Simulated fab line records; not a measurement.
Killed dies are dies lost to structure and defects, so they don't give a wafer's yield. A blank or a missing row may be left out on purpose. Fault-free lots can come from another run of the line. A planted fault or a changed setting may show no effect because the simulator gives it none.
Which tool did it? + flow sky130 + 13 lots with 39 wafers sampled at 4 steps, on a route of 708 steps

WHAT THE GAUGES SHOWED, per wafer
SKY_CAP2M_THK_MEAS_01. Usual: CAP2M_CVD_00_THK gives 15.41 nm (standard deviation 0.23).
| lot  | measured     | on            | CAP2M_CVD_00_THK (nm) | flag |
|------|--------------|---------------|-----------------------|------|
| L648 | day 40 00:07 | film-metro-02 | 15.38 15.49 16.01     |      |
| L647 | day 40 06:11 | film-metro-04 | 15.11 15.46 15.48     |      |
| L650 | day 40 13:50 | film-metro-01 | 14.74 15.50 15.02     |      |
| L649 | day 40 20:33 | film-metro-02 | 15.43 15.35 15.56     |      |
| L651 | day 41 10:16 | film-metro-01 | 15.58 15.23 15.32     |      |
| L653 | day 41 12:41 | film-metro-04 | 15.38 15.41 15.55     |      |
| L654 | day 41 18:50 | film-metro-04 | 15.52 15.27 15.59     |      |
| L655 | day 41 23:39 | film-metro-01 | 14.95 14.98 15.20     |      |
| L657 | day 42 20:22 | film-metro-02 | 15.66 15.84 15.62     |      |
| L662 | day 44 10:49 | film-metro-01 | 15.15 15.12 15.65     |      |
| L661 | day 44 14:41 | film-metro-02 | 15.33 15.42 15.30     |      |
| L665 | day 45 02:11 | film-metro-01 | 15.18 15.41 15.50     |      |
| L666 | day 45 01:16 | film-metro-01 | 15.11 15.37 15.36     |      |

WHICH TOOL RAN EACH LOT (tool, then ch and the chambers of the sampled wafers, then the start)
| lot  | SKY_CONTACT_STRIP_19                 | SKY_METAL3_STRIP_19                  | SKY_VIA3_CMP_02               |
|------|--------------------------------------|--------------------------------------|-------------------------------|
| L648 | plasma-asher-01 ch 0,1, day 32 05:34 | plasma-asher-02 ch 1, day 38 20:38   | cmp-02 ch 1,3, day 38 21:27   |
| L647 | plasma-asher-01 ch 0,1, day 32 11:40 | plasma-asher-03 ch 0,1, day 39 02:28 | cmp-01 ch 1,2,3, day 39 03:17 |
| L650 | plasma-asher-01 ch 0,1, day 32 19:23 | plasma-asher-03 ch 0,1, day 39 10:59 | cmp-01 ch 0,3, day 39 11:51   |
| L649 | plasma-asher-04 ch 0,1, day 33 01:02 | plasma-asher-01 ch 1, day 39 16:30   | cmp-02 ch 1,2,3, day 39 17:31 |
| L651 | plasma-asher-01 ch 0,1, day 33 11:25 | plasma-asher-03 ch 0,1, day 40 06:17 | cmp-01 ch 0,2,3, day 40 07:34 |
| L653 | plasma-asher-04 ch 0,1, day 33 19:07 | plasma-asher-03 ch 0,1, day 40 09:53 | cmp-01 ch 0,1, day 40 10:47   |
| L654 | plasma-asher-02 ch 0,1, day 34 02:22 | plasma-asher-03 ch 0,1, day 40 16:02 | cmp-01 ch 0,1,3, day 40 16:56 |
| L655 | plasma-asher-04 ch 0,1, day 34 08:13 | plasma-asher-02 ch 0,1, day 40 21:31 | cmp-02 ch 0,2, day 40 22:20   |
| L657 | plasma-asher-04 ch 0,1, day 35 04:31 | plasma-asher-01 ch 0,1, day 41 18:01 | cmp-02 ch 0,1,2, day 41 18:54 |
| L662 | plasma-asher-01 ch 0,1, day 36 22:39 | plasma-asher-01 ch 0,1, day 43 08:36 | cmp-01 ch 0,1,2, day 43 09:32 |
| L661 | plasma-asher-04 ch 0,1, day 36 23:43 | plasma-asher-02 ch 0,1, day 43 12:28 | cmp-01 ch 1,2,3, day 43 13:25 |
| L665 | plasma-asher-04 ch 0,1, day 37 14:41 | plasma-asher-01 ch 0,1, day 44 00:57 | cmp-02 ch 1,2, day 44 02:08   |
| L666 | plasma-asher-02 ch 0,1, day 37 15:04 | plasma-asher-03 ch 0,1, day 44 00:58 | cmp-01 ch 0,2,3, day 44 01:52 |
- SKY_CONTACT_STRIP_19: strips in O2/N2.
- SKY_METAL3_STRIP_19: strips in O2/N2.
- SKY_VIA3_CMP_02: polishes SiO2.

WHAT THE TOOLS THEMSELVES READ (means of the sampled wafers that have a number; where no wafer has one, the mark that the record gives instead)
SKY_CONTACT_STRIP_19. Usual: drypump-motor-current-A 5.6 A, standard deviation 0.38; oes-product-au 0.380 a.u., standard deviation 0.0046; strip-time-to-endpoint-s 3.62 s, standard deviation 0.033.
| lot  | tool            | drypump-motor-current-A (A) | oes-product-au (a.u.) | strip-time-to-endpoint-s (s) | flag |
|------|-----------------|-----------------------------|-----------------------|------------------------------|------|
| L648 | plasma-asher-01 | 5.5                         | 0.381                 | 3.64                         |      |
| L647 | plasma-asher-01 | 5.5                         | 0.382                 | 3.61                         |      |
| L650 | plasma-asher-01 | 5.7                         | 0.382                 | 3.61                         |      |
| L649 | plasma-asher-04 | 5.6                         | 0.378                 | 3.62                         |      |
| L651 | plasma-asher-01 | 5.5                         | 0.377                 | 3.62                         |      |
| L653 | plasma-asher-04 | 5.6                         | 0.381                 | 3.63                         |      |
| L654 | plasma-asher-02 | 5.3                         | 0.378                 | 3.63                         |      |
| L655 | plasma-asher-04 | 5.6                         | 0.385                 | 3.62                         |      |
| L657 | plasma-asher-04 | 5.6                         | 0.380                 | 3.65                         |      |
| L662 | plasma-asher-01 | 5.7                         | 0.384                 | 3.64                         |      |
| L661 | plasma-asher-04 | 5.6                         | 0.378                 | 3.58                         |      |
| L665 | plasma-asher-04 | 5.9                         | 0.378                 | 3.66                         |      |
| L666 | plasma-asher-02 | 5.4                         | 0.376                 | 3.55                         |      |

SKY_METAL3_STRIP_19. Usual: drypump-motor-current-A 5.58 A, standard deviation 0.28; oes-product-au 0.505 a.u., standard deviation 0.0053; strip-time-to-endpoint-s 6.59 s, standard deviation 0.062.
| lot  | tool            | drypump-motor-current-A (A) | oes-product-au (a.u.) | strip-time-to-endpoint-s (s) | flag |
|------|-----------------|-----------------------------|-----------------------|------------------------------|------|
| L648 | plasma-asher-02 | 5.08                        | 0.504                 | 6.57                         |      |
| L647 | plasma-asher-03 | 5.86                        | 0.504                 | 6.58                         |      |
| L650 | plasma-asher-03 | 5.79                        | 0.504                 | 6.58                         |      |
| L649 | plasma-asher-01 | 5.84                        | 0.503                 | 6.54                         |      |
| L651 | plasma-asher-03 | 5.82                        | 0.503                 | 6.65                         |      |
| L653 | plasma-asher-03 | 5.85                        | 0.506                 | 6.60                         |      |
| L654 | plasma-asher-03 | 5.82                        | 0.509                 | 6.63                         |      |
| L655 | plasma-asher-02 | 5.24                        | 0.506                 | 6.52                         |      |
| L657 | plasma-asher-01 | 5.58                        | 0.506                 | 6.54                         |      |
| L662 | plasma-asher-01 | 5.56                        | 0.511                 | 6.64                         |      |
| L661 | plasma-asher-02 | 5.43                        | 0.510                 | 6.67                         |      |
| L665 | plasma-asher-01 | 5.58                        | 0.498                 | 6.52                         |      |
| L666 | plasma-asher-03 | 5.81                        | 0.502                 | 6.54                         |      |

SKY_VIA3_CMP_02. Usual: motor-current-A reads 12.1 A (standard deviation 1).
| lot  | tool   | motor-current-A (A) | flag |
|------|--------|---------------------|------|
| L648 | cmp-02 | 12.6                |      |
| L647 | cmp-01 | 12.9                |      |
| L650 | cmp-01 | 11.1                |      |
| L649 | cmp-02 | 12.1                |      |
| L651 | cmp-01 | 12.1                |      |
| L653 | cmp-01 | 12.0                |      |
| L654 | cmp-01 | 11.8                |      |
| L655 | cmp-02 | 11.1                |      |
| L657 | cmp-02 | 11.8                |      |
| L662 | cmp-01 | 12.3                |      |
| L661 | cmp-01 | 12.8                |      |
| L665 | cmp-02 | 11.7                |      |
| L666 | cmp-01 | 12.1                |      |

THE ANSWER, worked out from the rows above alone
Rule: lot off if the mean of its wafers having a number is beyond 3 standard deviations from the usual mean. Also off: a lot with no number at a reading for which 4 or more lots have one. All remaining lots with rows at the step are treated as sound. After the gauges, taken in route order, come the tools' own readings; for these a lot's mean is taken, as printed above. At the first step where some lot is off, the reading lying furthest off is the one used; lots without a number count as furthest.
No lot is off on any of the readings shown, so nothing can be concluded from this.

WHAT THE SIMULATOR PUT IN
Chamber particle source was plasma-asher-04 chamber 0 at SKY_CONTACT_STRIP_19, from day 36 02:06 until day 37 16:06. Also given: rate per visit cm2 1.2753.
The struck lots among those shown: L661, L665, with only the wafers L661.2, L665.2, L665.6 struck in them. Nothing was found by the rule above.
